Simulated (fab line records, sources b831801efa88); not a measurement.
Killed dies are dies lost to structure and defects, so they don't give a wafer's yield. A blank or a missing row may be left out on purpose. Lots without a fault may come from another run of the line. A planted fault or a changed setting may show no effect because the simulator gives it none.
One fault seen from 2 desks | flow gf180mcu | each desk has only its own numbers; what lay behind them comes last

THE METROLOGY DESK
What the gauges read, lot by lot, whatever tool the lot ran on: means of the sampled wafers that have a number. A lot is out of limits, marked OUT, if its mean lies more than 4 standard deviations from the usual mean; the brackets give that distance.
Columns: A = DUAL_GATE_OXIDATION_00_THK at GF_DUAL_GATE_THK_MEAS_03, usual 10.77 nm; B = cd_nm at GF_POLY_GATE_CD_MEAS_18, usual 279.9 nm
lot  | first seen here | A     | B
L544 | day 7 17:02     | 10.93 | 282.0
L545 | day 7 22:31     | 10.52 | 280.3
L546 | day 8 05:26     | 10.67 | 280.1
L547 | day 8 12:23     | 10.87 | 281.6
L548 | day 8 18:26     | 10.97 | 281.0
L554 | day 10 14:24    | 10.82 | 280.7
L555 | day 10 18:46    | 10.41 | 277.8
L559 | day 11 23:46    | 10.56 | 282.5
L561 | day 13 02:47    | 10.52 | 278.0
L563 | day 13 10:22    | 10.78 | 277.6
L567 | day 14 04:55    | 10.88 | 277.7
L566 | day 14 07:06    | 10.90 | 281.7
This desk's finding: nothing out of limits on any of the 12 lots.

THE TOOL OWNER'S DESK: litho_track-03
The tool's own readings at GF_DNWELL_COAT_02 (resist thk 3000 nm): means of the sampled wafers that have a number, for each lot that ran on this tool. A lot is out of limits, marked OUT, if its mean lies more than 4 standard deviations from the usual mean; the brackets give that distance.
Columns: A = exhaust_pa at GF_DNWELL_COAT_02, usual 44.9 Pa
lot  | first seen here | A
L545 | day 2 19:50     | 45.3
L546 | day 3 01:25     | 43.7
L554 | day 4 19:07     | 45.8
L555 | day 5 00:01     | 44.4
This desk's finding: nothing out of limits on any of the 4 lots.

PUT TOGETHER
The metrology desk saw nothing out of limits.
The tool owner's desk saw nothing out of limits.

WHAT THE SIMULATOR HAD PUT IN
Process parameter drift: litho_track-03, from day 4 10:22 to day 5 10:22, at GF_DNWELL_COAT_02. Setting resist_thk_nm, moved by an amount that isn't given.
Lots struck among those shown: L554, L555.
